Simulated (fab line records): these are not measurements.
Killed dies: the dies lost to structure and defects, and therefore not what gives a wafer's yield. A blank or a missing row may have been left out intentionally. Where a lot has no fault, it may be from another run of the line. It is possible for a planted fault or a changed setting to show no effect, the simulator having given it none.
The same fault as seen by 2 desks -- flow sky130 -- numbers are kept per desk, each desk with only its own; the story behind them comes last

## FROM THE METROLOGY DESK
What the gauges read for every lot (on any tool): the sampled wafers with a number, averaged. If a lot's mean is further than 4 standard deviations from the usual mean, the lot is out of limits and carries the mark OUT (the distance appears in the brackets).
Columns: A = GATE_OXIDE_OVL at SKY_GATE_OXIDE_OVL_MEAS_10, usual -0.9 nm; B = GATE_OXIDE_TW at SKY_GATE_OXIDE_TW_MEAS_14, usual 226.1; C = LDD_P_TW at SKY_LDD_P_TW_MEAS_11, usual 639
lot,first seen here,A,B,C
L963,day 14 04:50,-0.3,225.7,646
L964,day 14 19:05,-0.8,225.2,638
L965,day 14 19:23,0.6,226.9,635
L966,day 15 03:52,-2.2,228.3,649
L969,day 16 08:44,-0.9,228.8,635
L968,day 16 08:46,0.1,223.5,630
L971,day 17 03:16,0.5,229.7,633
L978,day 19 14:37,0.7,228.4,664
L980,day 19 23:04,-1.7,224.8,655
L981,day 20 07:25,-1.4,229.1,637
L982,day 20 17:35,-0.8,223.3,646
L984,day 21 04:59,-3.2,227.2,633
Finding of this desk: none of the 12 lots has anything out of limits.

## FOR THE TOOL OWNER'S DESK: implanter-01
The tool's own readings at SKY_LDD_P_IMPLANT_09, given as means over the sampled wafers that have a number, one for each lot that went through this tool. If a lot's mean is further than 4 standard deviations from the usual mean, the lot is out of limits and carries the mark OUT (the distance appears in the brackets).
Columns: A = beamEnergyKeV at SKY_LDD_P_IMPLANT_09, usual 25.002
lot,first seen here,A
L963,day 19 12:44,24.989
L965,day 20 06:20,25.001
L964,day 20 08:52,24.998
L966,day 20 15:58,24.998
L969,day 21 17:52,25.003
L978,day 24 23:52,28.925 (+99 or more) OUT
L980,day 25 08:04,28.929 (+99 or more) OUT
Finding of this desk: L978, L980 out of limits; the first was L978 at day 24 23:52, on beamEnergyKeV at SKY_LDD_P_IMPLANT_09. Within limits: L963, L965, L964, L966, L969.

## ALL TOGETHER
On L978, L980, at day 24 23:52, an alarm was possible from the tool owner's desk.
Nothing out of limits was seen by the metrology desk.
The metrology desk has L978, L980 on record, within its limits.
The lots listed all ran SKY_LDD_P_IMPLANT_09 on implanter-01.

## WHAT WAS PUT IN BY THE SIMULATOR
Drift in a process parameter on implanter-01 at SKY_LDD_P_IMPLANT_09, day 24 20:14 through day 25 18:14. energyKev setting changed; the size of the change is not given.
Lots struck among those shown: L978, L980.
Hours from the fault's start to each desk's first reading out of limits: the tool owner's desk, 4.
